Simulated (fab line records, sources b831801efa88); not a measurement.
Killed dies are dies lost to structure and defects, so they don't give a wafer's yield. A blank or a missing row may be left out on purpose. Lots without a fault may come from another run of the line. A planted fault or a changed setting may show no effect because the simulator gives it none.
Tool commonality check | flow sky130 | 11 lots, 33 wafers sampled

WHY IT WAS OPENED
At SKY_VIA2_RS_MEAS_22 the reading VIA2_W_RS is flagged on 2 of 11 lots. Wafers without a fault read 0.2734 ohm/sq, standard deviation 0.0024.
Rule: a lot is flagged when every wafer of it that has a number lies more than 4 standard deviations from that mean, or none has a number. The other lots count as sound.

lot  | measured     | on            | VIA2_W_RS (ohm/sq), wafer by wafer | flag
L700 | day 37 01:46 | film_metro-01 | 0.2728 0.2744 0.2754               |
L702 | day 37 14:41 | film_metro-03 | 0.2773 0.2735 0.2723               |
L706 | day 38 12:11 | film_metro-03 | 0.2734 0.2711 0.2742               |
L708 | day 39 10:55 | film_metro-03 | 0.2432 0.2425 0.2426               | FLAGGED
L709 | day 39 22:40 | film_metro-01 | 0.2396 0.2386 0.2373               | FLAGGED
L710 | day 41 01:40 | film_metro-01 | 0.2697 0.2682 0.2680               |
L716 | day 41 12:37 | film_metro-01 | 0.2744 0.2735 0.2721               |
L720 | day 42 13:55 | film_metro-02 | 0.2763 0.2734 0.2753               |
L719 | day 42 15:48 | film_metro-03 | 0.2724 0.2757 0.2741               |
L721 | day 43 01:31 | film_metro-01 | 0.2760 0.2742 0.2734               |
L722 | day 43 07:47 | film_metro-01 | 0.2697 0.2750 0.2719               |
The numbers of the flagged lots are 0.2406 ohm/sq on average: -0.0328 ohm/sq against the usual, or -14 standard deviations.

WHICH TOOL RAN EACH LOT
The record holds 2 process steps before the reading, out of a route of 708 steps. In each cell: the tool, then ch and the chambers that the sampled wafers went through, then the start.
lot  | flag    | SKY_FIELD_ISO_ETCH_15             | SKY_VIA2_CVD_21
L700 |         | rie_diel-02 ch 0,1,2, day 2 08:58 | cvd_w-02 ch 0,1, day 37 01:38
L702 |         | rie_diel-03 ch 0,1,3, day 2 22:28 | cvd_w-02 ch 0,1, day 37 14:34
L706 |         | rie_diel-04 ch 1,2,3, day 3 17:04 | cvd_w-02 ch 0,1, day 38 12:04
L708 | FLAGGED | rie_diel-02 ch 0,2, day 4 04:50   | cvd_w-02 ch 1, day 39 10:41
L709 | FLAGGED | rie_diel-03 ch 0,2, day 4 09:35   | cvd_w-02 ch 0,1, day 39 22:32
L710 |         | rie_diel-03 ch 0,1,3, day 4 15:04 | cvd_w-01 ch 0,1, day 41 01:32
L716 |         | rie_diel-04 ch 0,3, day 5 21:49   | cvd_w-01 ch 0,1, day 41 12:29
L720 |         | rie_diel-04 ch 0,2,3, day 6 19:22 | cvd_w-01 ch 0,1, day 42 13:47
L719 |         | rie_diel-02 ch 0,2, day 6 15:58   | cvd_w-01 ch 0,1, day 42 15:40
L721 |         | rie_diel-02 ch 0,3, day 7 00:22   | cvd_w-02 ch 0,1, day 43 01:22
L722 |         | rie_diel-02 ch 0,1, day 7 04:11   | cvd_w-02 ch 0,1, day 43 07:38
What these steps do:
- SKY_FIELD_ISO_ETCH_15: etches the open film in CHF3/O2, stops on Si, target depth 180 nm, time 72 s.
- SKY_VIA2_CVD_21: deposits W, target thk 420 nm, time 126.4 s.
- SKY_VIA2_RS_MEAS_22: measures by four-point-probe.

FLAGGED OVER TOTAL, TOOL BY TOOL (the gauges that took the reading come last)
step                  | tool          | lots run | flagged | share of the flagged lots | sound lots run after its first flagged lot
SKY_FIELD_ISO_ETCH_15 | rie_diel-02   | 5        | 1       | some                      | 3 (L719,L721,L722)
SKY_FIELD_ISO_ETCH_15 | rie_diel-03   | 3        | 1       | some                      | 1 (L710)
SKY_FIELD_ISO_ETCH_15 | rie_diel-04   | 3        | 0       | none                      | -
SKY_VIA2_CVD_21       | cvd_w-01      | 4        | 0       | none                      | -
SKY_VIA2_CVD_21       | cvd_w-02      | 7        | 2       | all                       | 2 (L721,L722)
SKY_VIA2_RS_MEAS_22   | film_metro-01 | 6        | 1       | some                      | 4 (L710,L716,L721,L722)
SKY_VIA2_RS_MEAS_22   | film_metro-02 | 1        | 0       | none                      | -
SKY_VIA2_RS_MEAS_22   | film_metro-03 | 4        | 1       | some                      | 1 (L719)

WHAT THE TABLE ALLOWS
1 row of the table ran every flagged lot: cvd_w-02 at SKY_VIA2_CVD_21.
- cvd_w-02 at SKY_VIA2_CVD_21: 2 of its 7 lots flagged. Sound lots ran on it after the first flagged one (L721, L722), which a lasting fault on the whole tool wouldn't allow. Its own readings lie more than 4 standard deviations out on every wafer of the flagged lots: chamber_pressure_Torr.
No row of the table ran every flagged lot and no sound lot after the first.

WHAT THE SIMULATOR HAD PUT IN
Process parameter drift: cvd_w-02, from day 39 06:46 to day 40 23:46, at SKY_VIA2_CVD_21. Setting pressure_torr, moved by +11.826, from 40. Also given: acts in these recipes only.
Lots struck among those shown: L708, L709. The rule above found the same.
